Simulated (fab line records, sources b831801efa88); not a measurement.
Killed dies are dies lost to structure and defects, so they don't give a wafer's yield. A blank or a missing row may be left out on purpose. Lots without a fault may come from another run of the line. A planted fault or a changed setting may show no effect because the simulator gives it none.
Chamber matching | flow gf180mcu | GF_V2_CMP_26 on cmp-01: 4 sister chambers
The step polishes, stops on SiO2, t overpolish 15 s, target thk 0 nm. 8 wafers are shown with their chamber, then 9 later ones without.

WAFERS WITH THEIR CHAMBER
wafer  | chamber | motor_current_A (A) | time_to_endpoint_s (s)
L818.6 | 2       | 10.2                | 86
L822.3 | 0       | 11.5                | 76
L824.2 | 1       | 13.6                | 86
L824.5 | 0       | 10.9                | 85
L824.6 | 3       | 10.9                | 84
L833.1 | 3       | 11.0                | 83
L833.4 | 2       | 9.9                 | 80
L833.5 | 1       | 12.8                | 90

WAFERS WITHOUT THEIR CHAMBER
wafer  | motor_current_A (A) | time_to_endpoint_s (s)
L835.1 | 9.8                 | 86
L835.3 | 10.7                | 87
L835.5 | 10.6                | 87
L836.1 | 13.3                | 88
L836.2 | 10.9                | 85
L836.6 | 13.0                | 94
L837.1 | 10.9                | 87
L837.3 | 9.4                 | 84
L837.6 | 13.2                | 89

WHICH CHAMBER EACH WENT THROUGH
wafer  | from the rows above          | in truth
L835.1 | 2                            | 2
L835.3 | can't be placed: 3 or 2 or 0 | 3
L835.5 | can't be placed: 3 or 2 or 0 | 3
L836.1 | 1                            | 1
L836.2 | can't be placed: 3 or 0 or 2 | 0
L836.6 | 1                            | 1
L837.1 | can't be placed: 3 or 0 or 2 | 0
L837.3 | 2                            | 2
L837.6 | 1                            | 1
Placed correctly: 5 of 9. Can't be placed from these rows: 4 (the true chamber is among the candidates in 4). Placed wrongly: 0.
How it was worked out, from the rows above alone: a wafer's distance from a chamber is the root of the sum, over the readings, of the square of ((its reading less the chamber's mean) divided by the reading's scatter). The wafer belongs to the nearest chamber; if the next one is less than 2 further off, it can't be placed. A chamber's mean is the mean of its shown wafers. The scatter: the root of (the sum of the squares of (reading less its chamber's mean) over the shown wafers, divided by (wafers less chambers)).
